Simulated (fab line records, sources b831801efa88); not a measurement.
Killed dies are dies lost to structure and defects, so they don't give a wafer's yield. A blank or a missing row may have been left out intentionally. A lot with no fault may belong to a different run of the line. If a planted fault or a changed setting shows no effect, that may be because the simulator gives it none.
8D (eight disciplines) problem report, filled in by code || flow sky130 || the parts of the form that need people (team, actions taken, sign-off) are left out

1. WHAT IS WRONG
oesProductAu at SKY_FIELD_ISO_ETCH_17 reads a mean of 1.119 a.u. on 2 wafers of 2 lots; wafers without a fault read 1.001 a.u. with a standard deviation of 0.0096. Measured from the usual mean, that is +12 standard deviations.
The step: etches Si in HBr/Cl2/O2, target depth 342 nm, time 97.7 s.
First observed at day 3 17:02: wafer L634.3, on rieSi-02. At this step, 33 wafers from 11 lots have a number in the record. Rule for "out", or "out of limits": more than 4 standard deviations from the usual mean. The other wafers with a number count as sound.

2. WHAT IT IS, WHAT IT ISN'T
{"question": "which readings at this step", "is": "oesProductAu, throttleValvePct", "is not": "drypumpMotorCurrentA, mfcCl2Sccm, rfFwdPowerW"}
{"question": "which lots", "is": "L634, L635", "is not": "L627, L628, L629, L642, L643, L645, L646, L649, L650"}
{"question": "which wafers of those lots", "is": "L634.3, L635.3", "is not": "L634.1, L634.2, L635.1, L635.5"}
{"question": "read on which tools", "is": "rieSi-02", "is not": "rieSi-01"}
{"question": "when", "is": "from day 3 17:02", "is not": "up to then (11 sound wafers); but 20 sound wafers of L635, L642, L643, L645, L646, L649, L650 came after"}

3. THE SUSPECTS, EACH WITH WHAT RULES IT OUT
Counting: any tool at a process step up to the reading remains a suspect provided it ran every lot that is out. Sound lots after the first of them don't rule it out here, since some wafers of a struck lot are sound.
- rieSi-02 at SKY_FIELD_ISO_ETCH_17 (etches Si in HBr/Cl2/O2, target depth 342 nm, time 97.7 s): kept. Ran every lot that is out, first one L634 (day 3 17:02); last sound lot up to then L628 (day 2 09:00). Out on those wafers are its own readings of oesProductAu, throttleValvePct.
- Within rieSi-02 at SKY_FIELD_ISO_ETCH_17: the wafers that are out ran in chamber 0; their sound lot-mates ran in chambers 2, 3.
Remaining after the count: rieSi-02 at SKY_FIELD_ISO_ETCH_17.

4. THE CAUSE (what the simulator had put in)
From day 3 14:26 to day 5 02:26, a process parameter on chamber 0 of rieSi-02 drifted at SKY_FIELD_ISO_ETCH_17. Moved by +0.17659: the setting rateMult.
After counting, this tool was the only one left.

5. SEQUENCE OF EFFECTS, ordered by route
Each row: a reading whose mean over the struck wafers that have a number lies more than 3 standard deviations from the usual. Readings are gone through only where the record gives a usual standard deviation; hours: the median, over the lots, of the time from a lot's start at the first step in this table giving one to that lot's start at this step; sigmas: the change measured in usual standard deviations.
{"hours": 0, "step": "SKY_FIELD_ISO_ETCH_17", "reading": "oesProductAu", "usual": "1.001 a.u.", "on struck wafers": 1.119, "change": "+0.119", "sigmas": "+12"}
{"hours": 0, "step": "SKY_FIELD_ISO_ETCH_17", "reading": "throttleValvePct", "usual": "25.656 %", "on struck wafers": 25.566, "change": -0.090, "sigmas": -8.2}
Here are the process steps it includes:
- SKY_FIELD_ISO_ETCH_17: etches Si in HBr/Cl2/O2, target depth 342 nm, time 97.7 s.
Later measuring or inspecting steps at which every struck wafer that the step has a row for has a number for every such reading, and none has moved that far: SKY_METAL3_CD_MEAS_13, SKY_METAL3_OVL_MEAS_14.

6. HOW IT WOULD HAVE BEEN CAUGHT EARLIER
In this record no reading fell out of limits until day 3 17:02, 3 hours after the fault had begun at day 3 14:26.
